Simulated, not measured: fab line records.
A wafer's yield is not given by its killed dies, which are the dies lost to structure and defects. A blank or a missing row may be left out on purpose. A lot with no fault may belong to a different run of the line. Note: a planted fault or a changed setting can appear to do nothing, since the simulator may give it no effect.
A lot that was struck, set against a sound lot / flow gf180mcu / 15 out of 602 route steps
Sound: the wafers L373.1, L373.2, L373.6. Struck: wafer L379.1. (L379.3, L379.6 of the same lot were not struck and are left out.) The cause comes at the end.
Order at every step that has rows: each side's tool, ch and its chambers, its first start. Under that, the readings that differ: sound wafers / struck wafers / difference of the means / sigmas: that difference in standard deviations of wafers without a fault.
alike: same words and numbers on both sides, and readings whose means sit less than 2 such deviations apart. not compared: any withheld reading, any reading some wafer has no value for, any bound like >300 that may hide the same value, and any number with overlapping values for which the record gives no deviation.
A row with sigmas, a row that says differs or no value, or rows on one side alone: a step with any of these is where the two part. Numbers that don't overlap but have no deviation are shown without sigmas and don't part them. Lack of a reading on every wafer of one side parts them only where that side has two or more wafers.

first, 5 steps without rows for these wafers: GF_V5_COAT_09 (resist thk 1000 nm); GF_V5_SOFTBAKE_10 (time 60 s); GF_V5_EXPOSE_11 (exposes mask Via5, target cd 260 nm); GF_V5_PEB_12 (peb time 90 s); GF_V5_DEVELOP_13 (develop time 60 s).
GF_V5_CD_MEAS_14 targets a cd of 260 nm.
  sound: cdSem-01 at day 30 05:13; struck: cdSem-02 at day 31 17:27
  alike: cdNm
GF_V5_OVL_MEAS_15:
  sound: overlay-01 at day 30 05:20; struck: overlay-02 at day 31 17:34
  alike: V5_OVL
GF_V5_ETCH_16: etches BARC in N2/H2.
  sound on rieDiel-04 ch 1,3, day 30 05:22; struck on rieDiel-04 ch 1, day 31 17:36
  alike: drypumpMotorCurrentA, h2FlowSccm, oesProductAu, throttleValvePct
GF_V5_ETCH_17: etches SiO2 in C4F8/O2/Ar, stops on TiN, target depth 855 nm.
  sound: rieDiel-04 ch 1,3; struck: rieDiel-04 ch 1
  alike: oesProductAu
GF_V5_STRIP_18: strips in O2/N2.
  sound on plasmaAsher-01 ch 0,1, day 30 05:31; struck on plasmaAsher-02 ch 0, day 31 17:46
  alike: drypumpMotorCurrentA, heaterPowerW, oesProductAu
  not compared: rfHoursCounterH
then, 2 steps without rows for these wafers: GF_V5_STRIP_19 (strips in post etch residue remover, time 1200 s); GF_V5_CLEAN_20 (cleans in DIW).
GF_V5_SPUTTER_21: material Ti, target thk 15 nm, time 80.02 s.
  sound: pvdSputter-02 at day 30 06:08; struck: pvdSputter-03 at day 31 18:19
reading=model.Ti_of_V5_SPUTTER_21.thkNm (nm); sound=15.04 15.27 15.2; struck=7.994; difference=-7.176; sigmas=
  alike: throttleValvePct
GF_V5_SPUTTER_22: material TiN, target thk 10 nm, time 40 s.
  sound: pvdSputter-02 at day 30 06:11; struck: pvdSputter-03 at day 31 18:23
  alike: throttleValvePct
GF_PASSIVATION_PROBE_99:
  the record has rows for the struck wafers here (prober-01, day 33 07:55) and none for the sound ones

WHERE THEY PART
Only at GF_PASSIVATION_PROBE_99, within this record.

WHY: what the simulator had put in
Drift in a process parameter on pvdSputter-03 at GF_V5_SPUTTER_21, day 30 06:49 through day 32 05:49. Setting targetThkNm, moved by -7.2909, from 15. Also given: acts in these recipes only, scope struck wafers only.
